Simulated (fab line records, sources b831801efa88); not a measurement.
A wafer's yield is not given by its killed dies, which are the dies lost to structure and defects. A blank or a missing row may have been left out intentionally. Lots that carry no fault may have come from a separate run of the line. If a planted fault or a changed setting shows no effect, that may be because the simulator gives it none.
Chamber matching -- flow sky130 -- SKY_METAL4_ETCH_17 on rie_diel-01 has 4 sister chambers
The step etches SiO2 in C4F8/O2/Ar, stops on TiN, time 3.9 s, target depth 15 nm. 14 wafers are shown with their chamber, then 7 later ones without.

## WAFERS, EACH WITH ITS CHAMBER
wafer,chamber,oes_product_au (a.u.)
L077.1,2,0.753
L077.2,1,0.754
L077.3,3,0.758
L085.2,2,0.767
L085.3,1,0.766
L085.6,3,0.758
L087.1,3,0.754
L087.3,0,0.756
L087.6,3,0.766
L090.1,0,0.747
L090.5,3,0.744
L090.6,1,0.765
L091.1,0,0.757
L091.2,1,0.742

SIGNATURES, as means of the wafers listed above
reading,chamber 0,chamber 1,chamber 2,chamber 3,scatter within a chamber
oes_product_au,0.75333,0.75675,0.76000,0.75600,0.00891
Rule: for a wafer and a chamber, the distance is found by dividing, reading by reading, the gap between the wafer's reading and the chamber's mean by the reading's scatter, squaring, summing and taking the root. The wafer belongs to the nearest chamber; if the next one is less than 2 further off, it can't be placed. The scatter is the square root of a quotient: the sum, over the shown wafers, of each reading's squared deviation from its chamber's mean, divided by wafers minus chambers.

## WAFERS WITHOUT THEIR CHAMBER
wafer,oes_product_au (a.u.)
L091.4,0.761
L093.1,0.757
L093.5,0.760
L093.6,0.753
L095.2,0.751
L095.4,0.759
L095.5,0.745

## EACH ONE'S CHAMBER
wafer,from the rows above,in truth
L091.4,can't be placed: 2 or 1 or 3 or 0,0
L093.1,can't be placed: 1 or 3 or 2 or 0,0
L093.5,can't be placed: 2 or 1 or 3 or 0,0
L093.6,can't be placed: 0 or 3 or 1 or 2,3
L095.2,can't be placed: 0 or 3 or 1 or 2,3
L095.4,can't be placed: 2 or 1 or 3 or 0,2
L095.5,can't be placed: 0 or 3 or 1 or 2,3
Placed correctly: 0 of 7. Cannot be placed on the basis of these rows: 7; the candidates contain the true chamber in 7. 0 placed wrongly.
